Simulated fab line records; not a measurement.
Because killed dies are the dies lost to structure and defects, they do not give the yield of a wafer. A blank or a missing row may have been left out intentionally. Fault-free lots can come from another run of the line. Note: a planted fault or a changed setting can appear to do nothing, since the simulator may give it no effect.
Lot-split experiment -- flow gf180mcu -- 27 wafers read from 5 lots, route of 602 steps

== SPLIT DETAILS ==
At GF_V3_CVD_02 (deposits SiO2 from TEOS, target thk 850 nm, time 94.851 s), the setting time-s was moved away from the recipe's 94.851 s on 12 of the 27 wafers read, by -55.9% to +31.4%. This setting was run at the recipe's value on the other wafers.

The file shows no step between the split and the reading.

== THE READING ==
At GF_V3_THK_MEAS_03: V3_CVD_02_THK, given in nm. Fault-free wafers of this fab line usually give 854 nm, standard deviation 12 nm.

wafer,"tool, chamber at the split","time-s as run, s",against the recipe,"V3_CVD_02_THK, nm",against lot-mates on the recipe
L074.4,"pecvd-03, 2",94.851,recipe,851,-
L074.5,"pecvd-03, 1",94.851,recipe,868,-
L074.6,"pecvd-03, 0",94.851,recipe,872,-
L076.1,"pecvd-02, 0",70.5,-25.7%,627,-228
L076.2,"pecvd-02, 2",94.851,recipe,852,-
L076.3,"pecvd-02, 1",70.5,-25.7%,631,-224
L076.4,"pecvd-02, 2",94.851,recipe,862,-
L076.5,"pecvd-02, 1",70.5,-25.7%,643,-212
L076.6,"pecvd-02, 0",94.851,recipe,851,-
L078.1,"pecvd-01, 2",71.32,-24.8%,630,-216
L078.2,"pecvd-01, 1",94.851,recipe,846,-
L078.3,"pecvd-01, 0",94.851,recipe,844,-
L078.4,"pecvd-01, 0",94.851,recipe,849,-
L078.5,"pecvd-01, 2",71.32,-24.8%,636,-210
L078.6,"pecvd-01, 1",71.32,-24.8%,653,-193
L079.1,"pecvd-02, 1",94.851,recipe,863,-
L079.2,"pecvd-02, 2",124.6,+31.4%,1128,+267
L079.3,"pecvd-02, 0",94.851,recipe,843,-
L079.4,"pecvd-02, 0",124.6,+31.4%,1133,+272
L079.5,"pecvd-02, 2",94.851,recipe,878,-
L079.6,"pecvd-02, 1",124.6,+31.4%,1143,+282
L085.1,"pecvd-01, 2",94.851,recipe,849,-
L085.2,"pecvd-01, 0",94.851,recipe,850,-
L085.3,"pecvd-01, 1",41.85,-55.9%,387,-464
L085.4,"pecvd-01, 2",94.851,recipe,855,-
L085.5,"pecvd-01, 1",41.85,-55.9%,388,-463
L085.6,"pecvd-01, 0",41.85,-55.9%,375,-476

FIT RESULTS
A straight line over all 27 wafers: V3_CVD_02_THK changes by +8.61 nm for each +1% of time-s; r = +1.00; the points scatter about the line by 10 nm.
The same after taking each lot's own level away (the mean of its wafers on the recipe; 27 wafers): +8.48 nm for each +1%; r = +1.00; scatter 8.7 nm.
The reading moves by 4.7e+02 nm for the largest change in time-s, on that fit.
Measured against the standard deviation above, the lots' own levels, which go from 846.3 to 863.7 nm, span 1.4 times it.
The two slopes agree, so the slope changes little with the lot-to-lot level.
Check: -475 nm against its lot-mates is what the line predicts for one of the wafers moved furthest among these (-55.9%) when that wafer is left out of the fit. It came out at -464 nm against them.

== THESE WAFERS: OTHER SPLITS ==
Other splits were also applied to these wafers ahead of the reading. Each is held against what the fit with the lots' levels taken away leaves over:
other split on the same wafers,wafers away from the commonest value,r with V3_CVD_02_THK (lot level and that fit taken away)
GF_STI_CVD_03 time-s,12,+0.10
GF_STI_ETCH_13 time-s,6,-0.33
GF_HV_LDD_ETCHBACK_58 time-s,9,+0.14
GF_M2_SPUTTER_02 time-s,9,+0.07

== THE WHOLE CHAIN: every reading that the file lists as answering this split, in the file's order ==
step,what it does,reading,change (the file's fit),r (the file's)
GF_V3_CVD_02,"deposits SiO2 from TEOS, target thk 850 nm, time 94.851 s","SiO2_of_V3_CVD_02.thk-nm (the simulator's own value, which no gauge read)",+8.47 nm for each +1% of the setting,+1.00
GF_V3_THK_MEAS_03,,V3_CVD_02_THK,+8.46 for each +1% of the setting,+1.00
GF_V3_ETCH_17,"etches SiO2 in C4F8/O2/Ar, stops on TiN, target depth 635 nm",oes-product-au,"not straight: 0.664 at the lowest setting, 0.856 at the recipe, 0.857 at the highest",not given

== FILE'S OWN FIT ==
V3_CVD_02_THK changes by +8.46 nm for each +1% of time-s, r = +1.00.
